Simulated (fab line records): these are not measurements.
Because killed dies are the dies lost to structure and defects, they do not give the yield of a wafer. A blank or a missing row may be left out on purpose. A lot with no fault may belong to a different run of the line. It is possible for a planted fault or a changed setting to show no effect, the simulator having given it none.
Struck lot and sound lot, side by side -- flow sky130 -- 14 steps out of a route of 708
Sound: these wafers, L832.3, L832.4, L832.5. The struck wafers were L847.1, L847.2, L847.6. The cause is given at the end.
Each step with rows lists, per side, the tool, then ch with its chambers, then its first start. Under that, the readings that differ: sound wafers -- struck wafers -- difference of the means -- sigmas: that difference in standard deviations of wafers without a fault.
alike: same words and numbers on both sides, and readings whose means sit less than 2 such deviations apart. not compared: any withheld reading, any reading some wafer has no value for, any bound like >300 that may hide the same value, and any number with overlapping values for which the record gives no deviation.
A row with sigmas, a row that says differs or no value, or rows on one side alone: a step with any of these is where the two part. Numbers that don't overlap but have no deviation are shown without sigmas and don't part them. A reading that every wafer of one side lacks parts them only if that side has two wafers or more.

first, 1 step without rows for these wafers: SKY_GATE_OXIDE_WET_ETCH_12 (etches SiO2 in dHF, target depth 16.8 nm, time 336 s).
SKY_GATE_OXIDE_STRIP_13: strips in O2/N2.
  sound on plasma-asher-01 ch 0,1, day 16 03:42; struck on plasma-asher-02 ch 0,1, day 22 07:13
  alike: drypump-motor-current-A, oes-product-au, strip-time-to-endpoint-s
  not compared: rf-hours-counter-h
SKY_GATE_OXIDE_TW_MEAS_14:
  sound on film-metro-01, day 16 03:47; struck on film-metro-04, day 22 07:19
  alike: GATE_OXIDE_TW
then, 3 steps without rows for these wafers: SKY_GATE_OXIDE_CLEAN_15 (cleans in SC1/SC2, time 150 s); SKY_GATE_OXIDE_OXIDATION_16 (stabilise 600 s, purge 300 s, target thk 3.57 nm); SKY_POLY_GATE_CVD_00 (deposits poly-Si, target thk 180 nm, time 720 s).
SKY_POLY_GATE_THK_MEAS_01:
  sound on film-metro-04, day 16 06:42; struck on film-metro-02, day 22 10:10
  alike: POLY_GATE_CVD_00_THK
then, 5 steps without rows for these wafers: SKY_RES_PROTECT_DEHYDRATE_00 (time 60 s); SKY_RES_PROTECT_HMDS_01 (prime time 60 s); SKY_RES_PROTECT_COAT_02 (resist thk 1140 nm); SKY_RES_PROTECT_SOFTBAKE_03 (time 60 s); SKY_RES_PROTECT_EXPOSE_04 (exposes mask RPM, target cd 1270 nm).
SKY_RES_PROTECT_PEB_05:
  struck on litho-track-03, day 23 15:26; sound on litho-track-03 ch 0, day 17 09:26
reading,sound,struck,difference,sigmas
exhaust-pa (Pa),45.8 44.2 44.4,- - -,no value on the struck wafers,
  not compared: chill-plate-temp-C
then, 1 step without rows for these wafers: SKY_RES_PROTECT_DEVELOP_06 (develop time 60 s).

## WHERE THEY PART
SKY_RES_PROTECT_PEB_05 only, going by this record.

WHY: what had been put in by the simulator
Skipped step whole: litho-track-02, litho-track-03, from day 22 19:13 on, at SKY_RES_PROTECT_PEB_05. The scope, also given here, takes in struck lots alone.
